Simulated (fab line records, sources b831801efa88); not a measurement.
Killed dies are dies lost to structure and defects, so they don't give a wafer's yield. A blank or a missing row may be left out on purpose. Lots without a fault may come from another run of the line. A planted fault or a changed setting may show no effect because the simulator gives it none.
One fault seen from 2 desks | flow sky130 | each desk has only its own numbers; what lay behind them comes last

THE METROLOGY DESK
What the gauges read, lot by lot, whatever tool the lot ran on: means of the sampled wafers that have a number. A lot is out of limits, marked OUT, if its mean lies more than 4 standard deviations from the usual mean; the brackets give that distance.
Columns: A = VT_ADJUST_LVTN_OVL at SKY_VT_ADJUST_LVTN_OVL_MEAS_07, usual 0.1 nm; B = SONOS_ONO_OXIDATION_THK at SKY_SONOS_ONO_THK_MEAS_01, usual 2.61 nm; C = POLY_GATE_CVD_00_THK at SKY_POLY_GATE_THK_MEAS_01, usual 180.2 nm
lot  | first seen here | A    | B    | C
L571 | day 7 00:03     | 2.3  | 2.60 | 181.5
L572 | day 7 06:08     | -0.9 | 2.56 | 180.0
L573 | day 7 14:17     | 2.0  | 2.58 | 179.2
L574 | day 7 23:18     | 1.0  | 2.69 | 178.9
L581 | day 9 19:18     | 0.0  | 2.56 | 180.2
L582 | day 10 03:00    | 0.9  | 2.51 | 179.1
L583 | day 10 04:48    | 0.9  | 2.56 | 180.3
L585 | day 10 16:03    | -1.4 | 2.58 | 181.2
L587 | day 11 07:23    | -0.2 | 2.60 | 180.2
L590 | day 12 09:27    | -0.8 | 2.59 | 178.3
L591 | day 12 10:15    | 0.1  | 2.69 | 180.3
L592 | day 12 18:18    | -0.1 | 2.64 | 180.2
L593 | day 12 21:06    | -0.7 | 2.71 | 181.5
L594 | day 13 03:13    | 0.3  | 2.71 | 179.2
This desk's finding: nothing out of limits on any of the 14 lots.

THE TOOL OWNER'S DESK: litho_track-02
The tool's own readings at SKY_VT_ADJUST_NCORE_SOFTBAKE_03 (time 60 s): means of the sampled wafers that have a number, for each lot that ran on this tool. A lot is out of limits, marked OUT, if its mean lies more than 4 standard deviations from the usual mean; the brackets give that distance.
Columns: A = heater_power_total_W at SKY_VT_ADJUST_NCORE_SOFTBAKE_03, usual 56.60 W; B = plate_temp_C at SKY_VT_ADJUST_NCORE_SOFTBAKE_03, usual 90.01 C
lot  | first seen here | A               | B
L582 | day 11 14:53    | 55.37 (-26) OUT | 88.72 (-12) OUT
L583 | day 11 16:44    | 55.41 (-25) OUT | 88.72 (-12) OUT
L594 | day 14 17:58    | 56.58           | 90.03
This desk's finding: out of limits on L582, L583; first on L582, day 11 14:53 (heater_power_total_W at SKY_VT_ADJUST_NCORE_SOFTBAKE_03). In limits: L594.

PUT TOGETHER
The tool owner's desk could have raised an alarm at day 11 14:53, on L582, L583.
The metrology desk saw nothing out of limits.
The metrology desk has L582, L583 on record, within its limits.
Of the lots named, all ran SKY_VT_ADJUST_NCORE_SOFTBAKE_03 on litho_track-02.

WHAT THE SIMULATOR HAD PUT IN
Process parameter drift: litho_track-02, from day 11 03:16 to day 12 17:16, at SKY_VT_ADJUST_NCORE_SOFTBAKE_03. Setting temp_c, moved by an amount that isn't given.
Lots struck among those shown: L582, L583.
Hours from the fault's start to each desk's first reading out of limits: the tool owner's desk, 12.
